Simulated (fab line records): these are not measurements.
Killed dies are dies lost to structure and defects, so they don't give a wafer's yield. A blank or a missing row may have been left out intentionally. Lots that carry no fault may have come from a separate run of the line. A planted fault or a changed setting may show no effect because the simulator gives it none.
One fault through the eyes of 2 desks | flow gf180mcu | numbers are kept per desk, each desk with only its own; the story behind them comes last

== METROLOGY DESK ==
Means of the sampled wafers that have a number, per lot and without regard to the tool the lot ran on: this is what the gauges read. If a lot's mean is further than 4 standard deviations from the usual mean, the lot is out of limits and carries the mark OUT (the distance appears in the brackets).
Columns: A = cd-nm at GF_M5_CD_MEAS_07, usual 280.5 nm; B = V5_BOW at GF_V5_BOW_MEAS_05, usual 133 um
lot  | first seen here | A     | B
L131 | day 26 11:25    | 279.9 | 133
L136 | day 28 04:10    | 280.4 | 132
L138 | day 28 23:27    | 280.7 | 148
L139 | day 29 05:47    | 282.8 | 138
L140 | day 29 14:02    | 280.6 | 134
L141 | day 29 18:04    | 280.4 | 128
L142 | day 30 03:49    | 280.9 | 141
L143 | day 30 05:46    | 283.1 | 113
L144 | day 30 13:34    | 280.2 | 150
L145 | day 30 17:41    | 281.0 | 135
L146 | day 31 04:43    | 280.0 | 142
L149 | day 31 19:17    | 278.5 | 121
L151 | day 32 07:55    | 281.7 | 134
L152 | day 32 15:32    | 280.0 | 130
This desk's finding: nothing out of limits on any of the 14 lots.

== DESK OF THE TOOL OWNER: rie-metal-01 ==
The tool's own readings at GF_TOP_METAL_METAL_ETCH_16 (etches the open film in Cl2/BCl3, stops on SiO2, target depth 1077.5 nm, time 179.6 s): means of the sampled wafers that have a number, for each lot that ran on this tool. If a lot's mean is further than 4 standard deviations from the usual mean, the lot is out of limits and carries the mark OUT (the distance appears in the brackets).
Columns: A = bias-w at GF_TOP_METAL_METAL_ETCH_16, usual 140.0 W; B = drypump-motor-current-A at GF_TOP_METAL_METAL_ETCH_16, usual 5.6 A; C = oes-product-au at GF_TOP_METAL_METAL_ETCH_16, usual 0.967 a.u.; D = throttle-valve-pct at GF_TOP_METAL_METAL_ETCH_16, usual 28.256 %
lot  | first seen here | A     | B   | C               | D
L131 | day 28 07:07    | 139.7 | 5.5 | 0.970           | 28.258
L136 | day 29 22:09    | 140.0 | 5.5 | 0.962           | 28.259
L140 | day 31 05:18    | 139.9 | 5.2 | 0.963           | 28.259
L144 | day 32 04:22    | 140.4 | 5.9 | 0.969           | 28.251
L145 | day 32 09:00    | 140.0 | 5.5 | 0.966           | 28.252
L146 | day 32 20:33    | 140.2 | 6.2 | 0.968           | 28.258
L149 | day 33 07:39    | 140.1 | 5.5 | 0.897 (-12) OUT | 28.332 (+7.6) OUT
L151 | day 33 20:15    | 139.9 | 5.5 | 0.898 (-12) OUT | 28.332 (+7.6) OUT
This desk's verdict: out of limits on L149, L151, starting with L149 at day 33 07:39 (oes-product-au at GF_TOP_METAL_METAL_ETCH_16). L131, L136, L140, L144, L145, L146: within limits.

== PUT TOGETHER ==
At day 33 07:39, on L149, L151, the tool owner's desk was in a position to raise an alarm.
At the metrology desk, nothing out of limits was observed.
The metrology desk has L149, L151 on record, within its limits.
The lots listed all ran GF_TOP_METAL_METAL_ETCH_16 on rie-metal-01.

== WHAT HAD BEEN PUT IN BY THE SIMULATOR ==
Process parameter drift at GF_TOP_METAL_METAL_ETCH_16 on rie-metal-01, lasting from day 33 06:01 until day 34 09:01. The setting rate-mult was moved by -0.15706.
Lots struck among those shown: L149, L151.
How many hours passed from the start of the fault until each desk's first out-of-limits reading: the tool owner's desk, 2.
